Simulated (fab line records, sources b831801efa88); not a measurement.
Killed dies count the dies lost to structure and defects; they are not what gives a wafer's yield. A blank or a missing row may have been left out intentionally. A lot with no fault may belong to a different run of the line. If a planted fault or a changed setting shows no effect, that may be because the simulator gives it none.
A lot that was struck, set against a sound lot || flow sky130 || 31 steps out of a route of 708
Sound: the wafers L621.2, L621.4, L621.6. Wafers struck: L633.3, L633.5, L633.6. Last of all comes the cause.
For every step that has rows: the tool of each side, followed by ch and its chambers, followed by its first start. Under that, the readings that differ: sound wafers || struck wafers || difference of the means || sigmas: that difference in standard deviations of wafers without a fault.
alike: a reading whose means differ by less than 2 such deviations, as well as words and numbers matching on both sides. not compared: withheld readings; readings where some wafer has no value; bounds like >300 that might hide an equal value; numbers whose values overlap and for which the record gives no deviation.
Wherever a step has rows on one side only, a row that says differs or no value, or a row with sigmas, the two part there. When numbers do not overlap yet have no deviation, they are printed without sigmas and do not part them. Lack of a reading on every wafer of one side parts them only where that side has two or more wafers.

first, 6 steps without rows for these wafers: SKY_SONOS_TUNNEL_HMDS_01 (prime time 60 s); SKY_SONOS_TUNNEL_COAT_02 (resist thk 1140 nm); SKY_SONOS_TUNNEL_SOFTBAKE_03 (time 60 s); SKY_SONOS_TUNNEL_EXPOSE_04 (exposes mask TUNM, target cd 410 nm); SKY_SONOS_TUNNEL_PEB_05; SKY_SONOS_TUNNEL_DEVELOP_06 (develop time 60 s).
SKY_SONOS_TUNNEL_CD_MEAS_07: the cd target is 410 nm.
  sound: cd sem-02 at day 11 23:14; struck: cd sem-02 at day 15 22:49
{"reading": "cd nm (nm)", "sound": "404.3 404.1 402.6", "struck": "411.6 411.8 407.6", "difference": "+6.7", "sigmas": "+2"}
SKY_SONOS_TUNNEL_OVL_MEAS_08:
  sound: overlay-01 at day 11 23:20; struck: overlay-01 at day 15 22:54
  alike: SONOS_TUNNEL_OVL
then, 3 steps without rows for these wafers: SKY_SONOS_TUNNEL_IMPLANT_09; SKY_SONOS_TUNNEL_WET_ETCH_10 (etches SiO2 in dHF, target depth 14 nm, time 280 s); SKY_SONOS_TUNNEL_STRIP_11 (strips in SPM, time 600 s).
SKY_SONOS_TUNNEL_TW_MEAS_12:
  sound: film metro-01 at day 11 23:50; struck: film metro-04 at day 15 23:21
{"reading": "SONOS_TUNNEL_TW", "sound": "194.2 195.4 193.9", "struck": "196.2 197.4 197.1", "difference": "+2.4", "sigmas": "+2"}
SKY_SONOS_TUNNEL_CLEAN_13: cleans in dHF, time 20 s.
  sound on wet bench-02 ch 1, day 11 23:53; struck on wet bench-02 ch 0, day 15 23:23
  no value came back on the struck wafers for run length s (s), time s (s); on the sound wafers run length s (s) reads 46.5 46.5 46.5
{"reading": "model.SiO2_of_NWELL_OXIDATION_01.thk nm (nm)", "sound": "8.507 8.473 8.614", "struck": "9.521 9.601 9.672", "difference": "+1.067", "sigmas": ""}
then, 1 step without rows for these wafers: SKY_SONOS_ONO_OXIDATION_00 (stabilise 600 s, purge 300 s, target thk 2.6 nm).
SKY_SONOS_ONO_THK_MEAS_01:
  sound: film metro-03 at day 12 01:46; struck: film metro-04 at day 16 00:46
  alike: SONOS_ONO_OXIDATION_THK
then, 1 step without rows for these wafers: SKY_SONOS_ONO_CVD_02 (deposits Si3N4 from DCS/NH3, target thk 10.5 nm, time 180 s).
SKY_SONOS_ONO_THK_MEAS_03:
  sound: film metro-01 at day 12 04:07; struck: film metro-01 at day 16 03:31
  alike: SONOS_ONO_CVD_02_THK
then, 1 step without rows for these wafers: SKY_SONOS_ONO_CVD_04 (deposits SiO2 from SiH4/N2O, target thk 5.7199 nm).
SKY_SONOS_ONO_THK_MEAS_05:
  sound: film metro-01 at day 12 05:25; struck: film metro-04 at day 16 04:49
  alike: SONOS_ONO_CVD_04_THK
then, 7 steps without rows for these wafers: SKY_SONOS_ONO_DEHYDRATE_06 (time 60 s); SKY_SONOS_ONO_HMDS_07 (prime time 60 s); SKY_SONOS_ONO_COAT_08 (resist thk 1140 nm); SKY_SONOS_ONO_SOFTBAKE_09 (time 60 s); SKY_SONOS_ONO_EXPOSE_10 (exposes mask ONOM, target cd 410 nm); SKY_SONOS_ONO_PEB_11; SKY_SONOS_ONO_DEVELOP_12 (develop time 60 s).
SKY_SONOS_ONO_CD_MEAS_13: the cd target is 410 nm.
  sound: cd sem-01 at day 13 05:38; struck: cd sem-02 at day 17 09:36
  alike: cd nm
SKY_SONOS_ONO_OVL_MEAS_14:
  sound: overlay-02 at day 13 05:44; struck: overlay-02 at day 17 09:41
  alike: SONOS_ONO_OVL
SKY_SONOS_ONO_ETCH_15: etches the open film in CHF3/O2, target depth 19.52 nm, time 7.8 s.
  sound on rie diel-03 ch 1,2,3, day 13 05:46; struck on rie diel-04 ch 0,1,3, day 17 09:43
{"reading": "drypump motor current A (A)", "sound": "5.4 5.0 5.5", "struck": "6.4 6.2 5.6", "difference": "+0.8", "sigmas": "+2"}
{"reading": "model.SiO2_of_NWELL_OXIDATION_01.thk nm (nm)", "sound": "5.153 5.225 5.275", "struck": "6.25 6.252 6.459", "difference": "+1.10", "sigmas": ""}
  alike: oes product au, throttle valve pct
  not compared: rf hours counter h
then, 1 step without rows for these wafers: SKY_SONOS_ONO_WET_ETCH_16 (etches SiO2 in dHF, target depth 14 nm, time 280 s).
-- record jumps: 32 days separate the struck wafers' starts on either side; left off in module SONOS_ONO, taken up again in module PAD_OPEN, whose first shown step is the route's number 708 --
SKY_PAD_OPEN_PROBE_99:
  sound: prober-02 at day 46 04:50; struck: prober-02 at day 49 05:59
{"reading": "killed at front end", "sound": "11 10 9", "struck": "19 23 18", "difference": "+10", "sigmas": "+3"}
{"reading": "model.etest.cap ono.gate bv v (V)", "sound": "16.54 16.29 16.96", "struck": "13.07 12.99 12.96", "difference": -3.59, "sigmas": ""}
{"reading": "model.etest.cap ono.gate log10 a cm2", "sound": "-8.009 -7.999 -7.986", "struck": "-6.344 -6.512 -6.487", "difference": "+1.550", "sigmas": ""}
{"reading": "model.etest.sonos baked.vt less v (V)", "sound": "-0.4651 -0.5295 -0.4892", "struck": "-0.7074 -0.6743 -0.6956", "difference": -0.1978, "sigmas": ""}
{"reading": "model.etest.sonos baked.vt v (V)", "sound": "0.9674 0.9508 0.9689", "struck": "0.7358 0.6519 0.6829", "difference": -0.2722, "sigmas": ""}
  alike: killed_at_M0_to_M3, killed_at_M4_up, killed at contacts, killed at other, killed dies, killed open, killed short

== WHERE THEY PART ==
Earliest at SKY_SONOS_TUNNEL_CD_MEAS_07; latest, in this record, at SKY_PAD_OPEN_PROBE_99.

WHY: what the simulator had put in
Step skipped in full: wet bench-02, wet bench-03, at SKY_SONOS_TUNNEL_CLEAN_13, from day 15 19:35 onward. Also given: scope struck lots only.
